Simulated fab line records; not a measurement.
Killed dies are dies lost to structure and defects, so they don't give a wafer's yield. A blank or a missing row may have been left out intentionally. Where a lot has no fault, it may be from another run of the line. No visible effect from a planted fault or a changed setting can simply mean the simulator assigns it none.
Commonality check across tools | flow gf180mcu | Sampled: 14 lots, 51 wafers

== REASON IT WAS OPENED ==
3 of 14 lots carry a flag on the reading V4_CVD_00_THK at GF_V4_THK_MEAS_01. Wafers without a fault read 599 nm, standard deviation 5.6.
Rule: a lot is flagged in two cases, either no wafer of it has a number, or all its wafers with numbers fall more than 4 standard deviations from that mean. All remaining lots are regarded as sound.

lot  | measured     | on            | V4_CVD_00_THK (nm), wafer by wafer | flag
L542 | day 23 06:18 | film_metro-04 | 594 600 600                        |
L543 | day 23 20:01 | film_metro-03 | 586 597 610                        |
L546 | day 24 13:22 | film_metro-04 | 603 597 604                        |
L547 | day 25 07:22 | film_metro-03 | 588 601 600                        |
L549 | day 25 19:24 | film_metro-02 | 600 604 610                        |
L551 | day 26 15:22 | film_metro-04 | 606 606 606                        |
L552 | day 26 21:48 | film_metro-02 | 600 604 600                        |
L553 | day 27 07:13 | film_metro-02 | 606 600 604                        |
L556 | day 28 08:55 | film_metro-02 | 590 596 600                        |
L559 | day 29 03:44 | film_metro-02 | 896 898 893 897 899 893            | FLAGGED
L560 | day 29 13:02 | film_metro-02 | 901 896 905 902 896 905            | FLAGGED
L561 | day 29 17:30 | film_metro-04 | 897 884 891 898 885 892            | FLAGGED
L564 | day 30 06:31 | film_metro-02 | 592 597 592                        |
L565 | day 30 12:09 | film_metro-03 | 613 610 599                        |
The numbers of the flagged lots are 896 nm on average: +297 nm against the usual, or +53 standard deviations.

== TOOL THAT RAN EACH LOT ==
The record holds 3 process steps before the reading, out of a route of 602 steps. Every cell lists first the tool, next ch and the chambers used by the sampled wafers, and last the start.
lot  | flag    | GF_V3_CVD_23                  | GF_M4_STRIP_17                       | GF_V4_CVD_00
L542 |         | cvd_w-01 ch 0, day 22 04:41   | plasma_asher-01 ch 0,1, day 23 05:40 | hdpcvd-02 ch 0,2, day 23 06:12
L543 |         | cvd_w-01 ch 0,1, day 22 19:17 | plasma_asher-03 ch 0,1, day 23 19:04 | hdpcvd-01 ch 0,1,2, day 23 19:56
L546 |         | cvd_w-01 ch 0,1, day 23 13:35 | plasma_asher-01 ch 0,1, day 24 12:43 | hdpcvd-01 ch 0,2, day 24 13:17
L547 |         | cvd_w-02 ch 0, day 24 08:15   | plasma_asher-01 ch 0,1, day 25 06:46 | hdpcvd-01 ch 0,1,2, day 25 07:18
L549 |         | cvd_w-02 ch 0,1, day 24 20:22 | plasma_asher-01 ch 0,1, day 25 18:46 | hdpcvd-01 ch 0,2, day 25 19:20
L551 |         | cvd_w-01 ch 0,1, day 25 14:51 | plasma_asher-01 ch 0,1, day 26 14:25 | hdpcvd-02 ch 0,2, day 26 15:17
L552 |         | cvd_w-02 ch 0,1, day 25 23:29 | plasma_asher-03 ch 0,1, day 26 21:11 | hdpcvd-01 ch 0,1, day 26 21:43
L553 |         | cvd_w-02 ch 0,1, day 26 09:15 | plasma_asher-01 ch 0, day 27 06:20   | hdpcvd-01 ch 0,1, day 27 07:08
L556 |         | cvd_w-01 ch 0,1, day 27 11:30 | plasma_asher-04 ch 0,1, day 28 08:13 | hdpcvd-01 ch 1,2, day 28 08:50
L559 | FLAGGED | cvd_w-01 ch 0,1, day 28 06:41 | plasma_asher-01 ch 0,1, day 29 03:08 | hdpcvd-01 ch 0,2, day 29 03:38
L560 | FLAGGED | cvd_w-02 ch 0,1, day 28 15:48 | plasma_asher-03 ch 0,1, day 29 12:23 | hdpcvd-01 ch 0,2, day 29 12:57
L561 | FLAGGED | cvd_w-01 ch 0,1, day 28 20:55 | plasma_asher-03 ch 0, day 29 16:52   | hdpcvd-01 ch 1,2, day 29 17:26
L564 |         | cvd_w-02 ch 0,1, day 29 10:13 | plasma_asher-03 ch 0,1, day 30 05:55 | hdpcvd-02 ch 0,1,2, day 30 06:27
L565 |         | cvd_w-01 ch 0,1, day 29 16:15 | plasma_asher-01 ch 0,1, day 30 11:32 | hdpcvd-02 ch 0,2, day 30 12:04
These steps, and what they do:
- GF_V3_CVD_23: deposits W, target thk 350 nm, time 104.9 s.
- GF_M4_STRIP_17: strips in O2/N2.
- GF_V4_CVD_00: deposits SiO2, target thk 600 nm, time 100 s.
- GF_V4_THK_MEAS_01

== FLAGGED OVER TOTAL, TOOL BY TOOL (the gauges that took the reading come last) ==
step              | tool            | lots run | flagged | share of the flagged lots | sound lots run after its first flagged lot
GF_V3_CVD_23      | cvd_w-01        | 8        | 2       | some                      | 1 (L565)
GF_V3_CVD_23      | cvd_w-02        | 6        | 1       | some                      | 1 (L564)
GF_M4_STRIP_17    | plasma_asher-01 | 8        | 1       | some                      | 1 (L565)
GF_M4_STRIP_17    | plasma_asher-03 | 5        | 2       | some                      | 1 (L564)
GF_M4_STRIP_17    | plasma_asher-04 | 1        | 0       | none                      | -
GF_V4_CVD_00      | hdpcvd-01       | 10       | 3       | all                       | 0
GF_V4_CVD_00      | hdpcvd-02       | 4        | 0       | none                      | -
GF_V4_THK_MEAS_01 | film_metro-02   | 7        | 2       | some                      | 1 (L564)
GF_V4_THK_MEAS_01 | film_metro-03   | 3        | 0       | none                      | -
GF_V4_THK_MEAS_01 | film_metro-04   | 4        | 1       | some                      | 0

== THE TABLE: WHAT IT ALLOWS ==
Rows of the table that ran each flagged lot: 1, that is hdpcvd-01 at GF_V4_CVD_00.
- hdpcvd-01 at GF_V4_CVD_00: 3 of its 10 lots flagged. Last sound lot L556 at day 28 08:50, first flagged lot L559 at day 29 03:38; a fault beginning in between fits. Its own readings (sih4_flow_sccm) fall more than 4 standard deviations out on all wafers of the flagged lots.
One tool is left: hdpcvd-01 at GF_V4_CVD_00.

== WHAT WAS PUT IN BY THE SIMULATOR ==
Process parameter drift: hdpcvd-01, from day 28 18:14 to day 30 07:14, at GF_V4_CVD_00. From 60, the setting sih4_flow_sccm moved by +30. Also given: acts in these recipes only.
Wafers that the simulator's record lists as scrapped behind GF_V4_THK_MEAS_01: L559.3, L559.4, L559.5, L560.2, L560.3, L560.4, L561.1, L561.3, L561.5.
Shown lots that were struck: L559, L560, L561. This agrees with what the rule above found.
